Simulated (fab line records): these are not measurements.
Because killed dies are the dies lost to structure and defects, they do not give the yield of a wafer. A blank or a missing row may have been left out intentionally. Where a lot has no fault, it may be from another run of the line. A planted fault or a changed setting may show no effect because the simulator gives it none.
Code-filled problem report in 8D (eight disciplines) form ; flow gf180mcu ; the parts of the form that need people (team, actions taken, sign-off) are left out

## 1. WHAT IS WRONG
Mean V2_CVD_00_THK at GF_V2_THK_MEAS_01: 486 nm over 4 wafers in 2 lots; fault-free wafers: 599 nm, standard deviation 7.5. That puts it -15 standard deviations away from the usual mean.
First seen on wafer L928.2, day 23 22:36, on film-metro-01. Wafers with a number at this step in the record: 18, from 6 lots. The rule behind "out" and "out of limits": a value lying over 4 standard deviations away from the usual mean. The other wafers with a number count as sound.

## 2. WHAT IT IS, WHAT IT ISN'T
question;is;is not
which readings at this step;V2_CVD_00_THK;-
which lots;L928, L929;L915, L927, L930, L938
which wafers of those lots;L928.2, L928.5, L929.2, L929.4;L928.4, L929.1
read on which gauges;film-metro-01, film-metro-03;film-metro-02
when;from day 23 22:36;"up to then (7 sound wafers); but 7 sound wafers of L929, L930, L938 came after"

## 3. THE SUSPECTS, EACH WITH WHAT RULES IT OUT
Counting: a tool at a process step up to the reading stays a suspect if it ran every lot that is out. Sound lots after the first of them don't rule it out here, since some wafers of a struck lot are sound.
- the gauge at GF_V2_THK_MEAS_01 is ruled out. The wafers that are out were read on 2 gauges (film-metro-01, film-metro-03).
- hdpcvd-02 at GF_V2_CVD_00 (deposits SiO2, target thk 600 nm, time 100 s): kept. It ran every lot that is out, first L928 (day 23 22:31); its last sound lot up to then is L927 (day 23 15:20). On those wafers its own readings are out: sih4-flow-sccm.
- Within hdpcvd-02 at GF_V2_CVD_00: the wafers that are out ran in chamber 0; their sound lot-mates ran in chambers 1, 2.
Remaining after the count: hdpcvd-02 at GF_V2_CVD_00.

## 4. THE CAUSE (what the simulator had put in)
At GF_V2_CVD_00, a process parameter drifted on hdpcvd-02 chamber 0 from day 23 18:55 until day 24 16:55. A move of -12 in setting sih4-flow-sccm, from 60. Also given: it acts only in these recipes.
Only this tool survived the counting.

## 5. THE CHAIN OF EFFECTS, in route order
Rows list readings where the struck wafers' mean (over those with a number) sits beyond 3 standard deviations from the usual. Only readings for which the record gives a usual standard deviation are gone through. hours: the time from each lot's start at the first step in this table that gives one to its start at this step, as a median over the lots. sigmas: the change in usual standard deviations.
hours;step;reading;usual;on struck wafers;change;sigmas
0;GF_V2_CVD_00;sih4-flow-sccm;60.02 sccm;47.94;-12.08;-71
0;GF_V2_THK_MEAS_01;V2_CVD_00_THK;599 nm;486;-113;-15
It contains these process steps:
- GF_V2_CVD_00: deposits SiO2, target thk 600 nm, time 100 s.

## 6. HOW IT WOULD HAVE BEEN CAUGHT EARLIER
In this record the first reading out of limits at a measuring or inspecting step was taken at day 23 22:36, 4 hours after the fault began at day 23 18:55.
Tool's own readings at GF_V2_CVD_00, sih4-flow-sccm: out on all struck wafers the step has rows for; an alarm limit on them would have tripped on the first.
Among the 2 lots that are out, L929 began GF_V2_CVD_00 on hdpcvd-02 after day 23 22:36. A tool hold placed at that time would have kept it from harm.
